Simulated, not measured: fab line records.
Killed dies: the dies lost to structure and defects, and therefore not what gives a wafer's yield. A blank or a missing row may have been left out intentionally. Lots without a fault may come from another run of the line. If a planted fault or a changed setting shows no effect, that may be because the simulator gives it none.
Comparing a struck lot with a sound one | flow gf180mcu | 13 steps out of a route of 602
Sound: wafers L819.1, L819.2, L819.5. Struck: wafers L828.2, L828.3, L828.6. The cause is named last.
Order at every step that has rows: each side's tool, ch and its chambers, its first start. Under that, the readings that differ: sound wafers | struck wafers | difference of the means | sigmas: that difference in standard deviations of wafers without a fault.
alike: same words and numbers on both sides, and readings whose means sit less than 2 such deviations apart. not compared: any withheld reading, any reading some wafer has no value for, any bound like >300 that may hide the same value, and any number with overlapping values for which the record gives no deviation.
The two part at a step that has a row with sigmas, a row that says differs or no value, or rows on one side only. Numbers that have no deviation but don't overlap get no sigmas and don't part them. A reading that every wafer of one side lacks parts them only if that side has two wafers or more.

GF_V2_CD_MEAS_14 targets a cd of 260 nm.
  sound on cd_sem-02 at day 22 00:02; struck on cd_sem-01 at day 25 02:56
  alike: cd_nm
GF_V2_OVL_MEAS_15:
  sound on overlay-01 at day 22 00:09; struck on overlay-01 at day 25 03:02
  alike: V2_OVL
GF_V2_ETCH_16: etches BARC in N2/H2.
  sound on rie_diel-03 ch 0,2, day 22 00:11; struck on rie_diel-03 ch 0,1,3, day 25 03:04
  alike: drypump_motor_current_A, oes_product_au, throttle_valve_pct
GF_V2_ETCH_17: etches SiO2 in C4F8/O2/Ar, stops on TiN, target depth 630 nm.
  sound on rie_diel-03 ch 0,2; struck on rie_diel-03 ch 0,1,3
  alike: oes_product_au
GF_V2_STRIP_18: strips in O2/N2.
  sound on plasma_asher-04 ch 0,1, day 22 00:19; struck on plasma_asher-03 ch 0,1, day 25 03:12
  alike: drypump_motor_current_A, heater_power_w, oes_product_au
  not compared: rf_hours_counter_h
then, 2 steps without rows for these wafers: GF_V2_STRIP_19 (strips in post etch residue remover, time 1200 s); GF_V2_CLEAN_20 (cleans in DIW).
GF_V2_SPUTTER_21: material Ti, target thk 15 nm, time 80.02 s.
  sound on pvd_sputter-03 at day 22 00:53; struck on pvd_sputter-03 at day 25 03:44
  alike: throttle_valve_pct
then, 1 step without rows for these wafers: GF_V2_SPUTTER_22 (material TiN, target thk 10 nm, time 40 s).
GF_V2_CVD_23: deposits W, target thk 350 nm, time 104.94 s.
  sound on cvd_w-01 ch 0,1, day 22 00:59; struck on cvd_w-02 ch 0, day 25 03:50
  reading            | sound         | struck      | difference | sigmas
  heater_power_w (W) | 936 1127 1083 | 721 711 721 | -331       | -2
GF_V2_RS_MEAS_24: measurement is done with a four-point probe.
  sound on film_metro-03 at day 22 01:06; struck on film_metro-03 at day 25 03:58
  alike: V2_W_RS
GF_V2_THK_MEAS_25: measures by xrf.
  sound on film_metro-03 at day 22 01:13; struck on film_metro-03 at day 25 04:05
  alike: V2_W_THK
GF_V2_CMP_26: polishes, stops on SiO2, t overpolish 15 s, target thk 0 nm.
  sound on cmp-02 ch 2,3, day 22 01:17; struck on cmp-02 ch 1,3, day 25 04:11
  reading                | sound                | struck            | difference | sigmas
  overpolish_run_s (s)   | 14.996 14.991 14.995 | 0.045 0.037 0.046 | -14.951    | -99 or more
  time_to_endpoint_s (s) | 88 96 94             | 130 130 131       | +38        | +11
  alike: motor_current_A, slurry_flow_ml_min

== WHERE THEY PART ==
Last at GF_V2_CMP_26 as far as this record goes, first at GF_V2_CVD_23.

WHY: whatever the simulator had introduced
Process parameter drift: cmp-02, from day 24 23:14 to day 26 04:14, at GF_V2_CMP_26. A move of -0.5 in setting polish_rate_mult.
